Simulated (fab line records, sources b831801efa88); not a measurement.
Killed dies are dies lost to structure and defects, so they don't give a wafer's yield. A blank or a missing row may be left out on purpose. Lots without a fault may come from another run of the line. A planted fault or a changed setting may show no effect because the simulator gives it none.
Which tool did it? | flow sky130 | 12 lots, 36 wafers sampled, at 1 step of a route of 708

WHAT THE GAUGES READ, wafer by wafer
SKY_METAL2_OVL_MEAS_16.
lot  | measured     | on         | METAL2_OVL (nm)
L918 | day 36 11:39 | overlay-02 | 6 5 5
L919 | day 36 12:48 | overlay-02 | -2 -12 -8
L920 | day 37 01:27 | overlay-02 | 4 -1 7
L921 | day 37 09:28 | overlay-01 | 1 7 -1
L923 | day 38 02:32 | overlay-01 | -4 -2 -4
L925 | day 38 15:13 | overlay-02 | -1 -4 -4
L930 | day 40 09:22 | overlay-02 | -4 1 5
L932 | day 40 12:06 | overlay-01 | 13 8 2
L936 | day 41 12:33 | overlay-01 | 2 1 -8
L935 | day 41 19:54 | overlay-02 | 1 5 -3
L938 | day 42 03:13 | overlay-02 | 5 -9 -9
L937 | day 42 04:30 | overlay-02 | 4 -3 3

WHICH TOOL RAN EACH LOT (tool, then ch and the chambers of the sampled wafers, then the start)
The record holds no process step before these readings.

WHAT THE TOOLS THEMSELVES READ (means of the sampled wafers that have a number; where no wafer has one, the mark that the record gives instead)
The record holds no such reading with a usual standard deviation.

THE ANSWER, worked out from the rows above alone
Rule: what is usual is taken from the lots themselves. Put in order of their means at a reading, lots are off if they are a third of the lots or fewer, leave a main group of 4 or more, and stand apart from it by a gap of 3 or more times the standard deviation of the main group's means; of several such gaps the widest counts. A main group whose means are all the same, to the digits that the tables above print for the reading, isn't used. A lot without any number at a reading at which 4 lots or more have one is off too. The other lots that the step has rows for count as sound. The gauges are gone through in route order, then the tools' own readings, and for those a lot's mean is taken as printed above. The first step at which some lot is off is used, and at that step the reading that is off furthest; a lot without a number counts as furthest.
No lot is off at any reading shown: from this, nothing can be told.

WHAT THE SIMULATOR HAD PUT IN
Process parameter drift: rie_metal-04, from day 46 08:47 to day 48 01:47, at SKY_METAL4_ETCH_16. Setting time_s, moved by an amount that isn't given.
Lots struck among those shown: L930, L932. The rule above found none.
